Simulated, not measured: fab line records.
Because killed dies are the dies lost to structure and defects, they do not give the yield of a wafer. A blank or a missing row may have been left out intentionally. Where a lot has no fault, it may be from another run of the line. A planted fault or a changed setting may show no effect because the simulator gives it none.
A struck lot beside a sound one -- flow sky130 -- 43 out of 708 route steps
Sound: the wafers L908.1, L908.4, L908.6. The struck wafers were L918.1, L918.4, L918.5. Last of all comes the cause.
For every step that has rows: the tool of each side, followed by ch and its chambers, followed by its first start. Under that, the readings that differ: sound wafers -- struck wafers -- difference of the means -- sigmas: that difference in standard deviations of wafers without a fault.
alike: readings whose means differ by less than 2 such deviations, and words and numbers that are the same on both sides. not compared: withheld readings, readings that some wafer has no value for, bounds like >300 that may hide the same value, and numbers for which the record gives no deviation and whose values overlap.
A row with sigmas, a row that says differs or no value, or rows on one side alone: a step with any of these is where the two part. Numbers that have no deviation but don't overlap get no sigmas and don't part them. Lack of a reading on every wafer of one side parts them only where that side has two or more wafers.

first, 3 steps without rows for these wafers: SKY_LDD_N_EXPOSE_04 (exposes mask NTM, target cd 840 nm); SKY_LDD_N_PEB_05; SKY_LDD_N_DEVELOP_06 (develop time 60 s).
SKY_LDD_N_OVL_MEAS_07:
  sound on overlay-01, day 17 17:59; struck on overlay-02, day 21 07:29
  alike: LDD_N_OVL
then, 8 steps without rows for these wafers: SKY_LDD_N_IMPLANT_08; SKY_LDD_N_IMPLANT_09; SKY_LDD_N_IMPLANT_10; SKY_LDD_N_IMPLANT_11; SKY_LDD_N_IMPLANT_12; SKY_LDD_N_IMPLANT_13; SKY_LDD_N_IMPLANT_14; SKY_LDD_N_IMPLANT_15.
SKY_LDD_N_STRIP_16: strips in O2/N2.
  sound on plasma_asher-02 ch 0,1, day 17 19:13; struck on plasma_asher-02 ch 1, day 21 08:43
  alike: drypump_motor_current_A, n2_flow_sccm, oes_product_au, strip_time_to_endpoint_s
  not compared: rf_hours_counter_h
SKY_LDD_N_TW_MEAS_17:
  sound on film_metro-04, day 17 19:19; struck on film_metro-02, day 21 08:49
  alike: LDD_N_TW
then, 7 steps without rows for these wafers: SKY_LDD_P_DEHYDRATE_00 (time 60 s); SKY_LDD_P_HMDS_01 (prime time 60 s); SKY_LDD_P_COAT_02 (resist thk 1140 nm); SKY_LDD_P_SOFTBAKE_03 (time 60 s); SKY_LDD_P_EXPOSE_04 (exposes mask PSDM, target cd 380 nm); SKY_LDD_P_PEB_05; SKY_LDD_P_DEVELOP_06 (develop time 60 s).
SKY_LDD_P_CD_MEAS_07: target cd 380 nm.
  sound on cd_sem-02, day 19 01:05; struck on cd_sem-01, day 22 15:08
reading,sound,struck,difference,sigmas
cd_nm (nm),383.4 382.0 380.5,376.3 376.5 378.4,-4.9,-2
SKY_LDD_P_OVL_MEAS_08:
  sound on overlay-01, day 19 01:12; struck on overlay-02, day 22 15:15
  alike: LDD_P_OVL
following that, these wafers have no rows for 1 step: SKY_LDD_P_IMPLANT_09.
SKY_LDD_P_STRIP_10: strips in O2/N2.
  sound on plasma_asher-02 ch 0,1, day 19 01:23; struck on plasma_asher-03 ch 0, day 22 15:26
  alike: drypump_motor_current_A, n2_flow_sccm, oes_product_au, strip_time_to_endpoint_s
  not compared: rf_hours_counter_h
SKY_LDD_P_TW_MEAS_11:
  sound on film_metro-03, day 19 01:29; struck on film_metro-02, day 22 15:32
  alike: LDD_P_TW
then, 7 steps without rows for these wafers: SKY_LDD_HVN_DEHYDRATE_00 (time 60 s); SKY_LDD_HVN_HMDS_01 (prime time 60 s); SKY_LDD_HVN_COAT_02 (resist thk 300 nm); SKY_LDD_HVN_SOFTBAKE_03 (time 60 s); SKY_LDD_HVN_EXPOSE_04 (exposes mask HVNTM, target cd 700 nm); SKY_LDD_HVN_PEB_05; SKY_LDD_HVN_DEVELOP_06 (develop time 60 s).
SKY_LDD_HVN_OVL_MEAS_07:
  sound on overlay-02, day 20 08:53; struck on overlay-02, day 23 21:19
  alike: LDD_HVN_OVL
following that, these wafers have no rows for 1 step: SKY_LDD_HVN_IMPLANT_08.
SKY_LDD_HVN_STRIP_09: strips in O2/N2.
  sound on plasma_asher-03 ch 0,1, day 20 09:04; struck on plasma_asher-01 ch 0,1, day 23 21:30
  alike: drypump_motor_current_A, n2_flow_sccm, oes_product_au, strip_time_to_endpoint_s
  not compared: rf_hours_counter_h
SKY_LDD_HVN_TW_MEAS_10:
  sound on film_metro-01, day 20 09:10; struck on film_metro-04, day 23 21:36
  alike: LDD_HVN_TW
then, 5 steps without rows for these wafers: SKY_LDD_HVP_DEHYDRATE_00 (time 60 s); SKY_LDD_HVP_HMDS_01 (prime time 60 s); SKY_LDD_HVP_COAT_02 (resist thk 300 nm); SKY_LDD_HVP_SOFTBAKE_03 (time 60 s); SKY_LDD_HVP_EXPOSE_04 (exposes mask HVPTM, target cd 700 nm).
-- the record jumps here: 25 days lie between the struck wafers' starts before and after (it left off in module LDD_HVP and takes up again in module PAD_OPEN, whose first step shown is number 708 of the route) --
SKY_PAD_OPEN_PROBE_99:
  sound on prober-01, day 45 20:05; struck on prober-02, day 48 13:51
reading,sound,struck,difference,sigmas
killed_at_front_end,15 10 16,46 41 46,+31,+8
killed_dies,84 84 86,111 128 109,+31,+3
  alike: killed_at_M0_to_M3, killed_at_M4_up, killed_at_contacts, killed_at_other, killed_open, killed_short

== WHERE THEY PART ==
Earliest at SKY_LDD_P_CD_MEAS_07; latest, in this record, at SKY_PAD_OPEN_PROBE_99.

WHY: whatever the simulator had introduced
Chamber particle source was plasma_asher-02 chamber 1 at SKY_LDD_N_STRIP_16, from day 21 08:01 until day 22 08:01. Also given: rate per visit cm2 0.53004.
